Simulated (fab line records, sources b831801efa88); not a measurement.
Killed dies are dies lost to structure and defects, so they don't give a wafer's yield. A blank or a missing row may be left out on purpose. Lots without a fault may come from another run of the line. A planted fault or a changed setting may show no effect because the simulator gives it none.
Which tool did it? | flow sfq_line | 7 lots, 21 wafers sampled, at 2 steps of a route of 325

WHAT THE GAUGES READ, wafer by wafer
SFQ_M2_OVL_MEAS_916.
lot  | measured     | on         | M2_OVL (nm)
L772 | day 22 00:41 | overlay-01 | 3 -1 2
L775 | day 24 03:36 | overlay-02 | 9 2 5
L777 | day 26 13:49 | overlay-01 | 6 8 4
L779 | day 27 10:41 | overlay-01 | -1 4 1
L781 | day 27 20:56 | overlay-01 | -9 -9 -2
L783 | day 28 20:05 | overlay-02 | 4 1 -7
L785 | day 29 08:02 | overlay-01 | 2 1 -2

WHICH TOOL RAN EACH LOT (tool, then ch and the chambers of the sampled wafers, then the start)
lot  | SFQ_TRILAYER_M1_BARC_OPEN_METAL_ETCH_054
L772 | rie_metal-03 ch 0,1, day 14 18:34
L775 | rie_metal-02 ch 0,1, day 18 13:00
L777 | rie_metal-02 ch 0,1, day 19 03:31
L779 | rie_metal-02 ch 0, day 20 07:02
L781 | rie_metal-01 ch 0,1, day 20 20:11
L783 | rie_metal-01 ch 0,1, day 21 18:55
L785 | rie_metal-03 ch 0,1, day 22 09:33
- SFQ_TRILAYER_M1_BARC_OPEN_METAL_ETCH_054: etches BARC in O2, target depth 125 nm, time 41.7 s.

THE ANSWER, worked out from the rows above alone
Rule: what is usual is taken from the lots themselves. Put in order of their means at a reading, lots are off if they are a third of the lots or fewer, leave a main group of 4 or more, and stand apart from it by a gap of 3 or more times the standard deviation of the main group's means; of several such gaps the widest counts. A main group whose means are all the same, to the digits that the tables above print for the reading, isn't used. A lot without any number at a reading at which 4 lots or more have one is off too. The other lots that the step has rows for count as sound.
No lot is off at any reading shown: from this, nothing can be told.

WHAT THE SIMULATOR HAD PUT IN
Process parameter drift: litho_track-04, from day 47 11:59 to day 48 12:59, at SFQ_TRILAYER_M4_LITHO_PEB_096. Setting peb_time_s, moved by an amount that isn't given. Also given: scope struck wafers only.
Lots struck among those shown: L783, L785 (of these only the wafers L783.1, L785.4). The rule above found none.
